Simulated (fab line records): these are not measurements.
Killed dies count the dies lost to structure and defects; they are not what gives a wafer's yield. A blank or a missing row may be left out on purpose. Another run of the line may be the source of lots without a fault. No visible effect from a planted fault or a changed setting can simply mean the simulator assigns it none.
Matching of chambers || flow sky130 || cmp-01 running SKY_LI_CONTACT_CMP_02: 4 sister chambers
The step polishes PSG. 7 wafers are shown with their chamber, then 6 later ones without.

WAFERS, EACH WITH ITS CHAMBER
{"wafer": "L228.4", "chamber": 3, "motorCurrentA (A)": 11.0, "timeToEndpointS (s)": 32}
{"wafer": "L228.5", "chamber": 0, "motorCurrentA (A)": 12.4, "timeToEndpointS (s)": 32}
{"wafer": "L229.1", "chamber": 3, "motorCurrentA (A)": 11.4, "timeToEndpointS (s)": 35}
{"wafer": "L229.2", "chamber": 2, "motorCurrentA (A)": 10.8, "timeToEndpointS (s)": 34}
{"wafer": "L229.4", "chamber": 1, "motorCurrentA (A)": 11.9, "timeToEndpointS (s)": 37}
{"wafer": "L230.3", "chamber": 0, "motorCurrentA (A)": 11.4, "timeToEndpointS (s)": 29}
{"wafer": "L230.4", "chamber": 1, "motorCurrentA (A)": 11.9, "timeToEndpointS (s)": 36}

WAFERS WHOSE CHAMBER IS MISSING
{"wafer": "L230.5", "motorCurrentA (A)": 12.0, "timeToEndpointS (s)": 36}
{"wafer": "L236.3", "motorCurrentA (A)": 10.8, "timeToEndpointS (s)": 39}
{"wafer": "L236.4", "motorCurrentA (A)": 10.5, "timeToEndpointS (s)": 35}
{"wafer": "L236.6", "motorCurrentA (A)": 10.8, "timeToEndpointS (s)": 39}
{"wafer": "L237.2", "motorCurrentA (A)": 10.8, "timeToEndpointS (s)": 39}
{"wafer": "L237.4", "motorCurrentA (A)": 11.1, "timeToEndpointS (s)": 38}

WHICH CHAMBER EACH ONE RAN IN
{"wafer": "L230.5", "from the rows above": "can't be placed: 1 or 3", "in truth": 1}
{"wafer": "L236.3", "from the rows above": "can't be placed: 2 or 1 or 3", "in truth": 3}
{"wafer": "L236.4", "from the rows above": "can't be placed: 2 or 3", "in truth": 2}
{"wafer": "L236.6", "from the rows above": "can't be placed: 2 or 1 or 3", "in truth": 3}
{"wafer": "L237.2", "from the rows above": "can't be placed: 2 or 1 or 3", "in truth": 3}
{"wafer": "L237.4", "from the rows above": "can't be placed: 1 or 2 or 3", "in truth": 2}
0 of 6 placed correctly. These rows do not allow placing 6 (true chamber among the candidates in 6). Placed wrongly: 0.
How it was worked out, from the rows above alone: a wafer's distance from a chamber is the root of the sum, over the readings, of the square of ((its reading less the chamber's mean) divided by the reading's scatter). The wafer belongs to the nearest chamber; if the next one is less than 2 further off, it can't be placed. The mean given for a chamber averages the wafers shown for that chamber. The scatter: take each reading less its chamber's mean, square it, sum over the shown wafers, divide by the number of wafers less the number of chambers, and take the root.
